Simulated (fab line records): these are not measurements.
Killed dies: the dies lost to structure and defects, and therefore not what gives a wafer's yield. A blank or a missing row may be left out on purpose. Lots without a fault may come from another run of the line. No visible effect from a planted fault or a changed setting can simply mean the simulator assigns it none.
Chamber matching :: flow sky130 :: SKY_VIA1_HDPCVD_00 on hdpcvd-02 has 3 sister chambers
The step deposits SiO2, target thk 1030 nm, time 171.7 s. 6 wafers are shown with their chamber, then 7 later ones without.

EACH WAFER AND ITS CHAMBER
wafer: L563.1
chamber: 2
sih4 flow sccm (sccm): 59.55

wafer: L566.4
chamber: 1
sih4 flow sccm (sccm): 59.81

wafer: L566.5
chamber: 0
sih4 flow sccm (sccm): 59.75

wafer: L566.6
chamber: 2
sih4 flow sccm (sccm): 60.14

wafer: L569.1
chamber: 0
sih4 flow sccm (sccm): 59.97

wafer: L569.2
chamber: 1
sih4 flow sccm (sccm): 59.99

WAFERS WITHOUT THEIR CHAMBER
wafer: L569.6
sih4 flow sccm (sccm): 60.06

wafer: L581.1
sih4 flow sccm (sccm): 59.96

wafer: L581.2
sih4 flow sccm (sccm): 59.97

wafer: L581.4
sih4 flow sccm (sccm): 60.08

wafer: L580.2
sih4 flow sccm (sccm): 60.18

wafer: L580.4
sih4 flow sccm (sccm): 60.05

wafer: L580.6
sih4 flow sccm (sccm): 60.14

WHICH CHAMBER EACH ONE RAN IN
wafer: L569.6
from the rows above: can't be placed: 1 or 0 or 2
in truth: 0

wafer: L581.1
from the rows above: can't be placed: 1 or 0 or 2
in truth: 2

wafer: L581.2
from the rows above: can't be placed: 1 or 0 or 2
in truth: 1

wafer: L581.4
from the rows above: can't be placed: 1 or 0 or 2
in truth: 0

wafer: L580.2
from the rows above: can't be placed: 1 or 0 or 2
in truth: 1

wafer: L580.4
from the rows above: can't be placed: 1 or 0 or 2
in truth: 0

wafer: L580.6
from the rows above: can't be placed: 1 or 0 or 2
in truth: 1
0 of 7 placed correctly. Can't be placed from these rows: 7 (the true chamber is among the candidates in 7). 0 placed wrongly.
How it was worked out, from the rows above alone: a wafer's distance from a chamber is the root of the sum, over the readings, of the square of ((its reading less the chamber's mean) divided by the reading's scatter). If the next closest chamber is less than 2 further off than the closest, the wafer can't be placed; otherwise it belongs to the closest. A chamber's mean is the mean of its shown wafers. How the scatter is found: for the shown wafers, subtract from each reading the mean of its chamber, square and add these, divide the total by (wafers less chambers), then take the root.
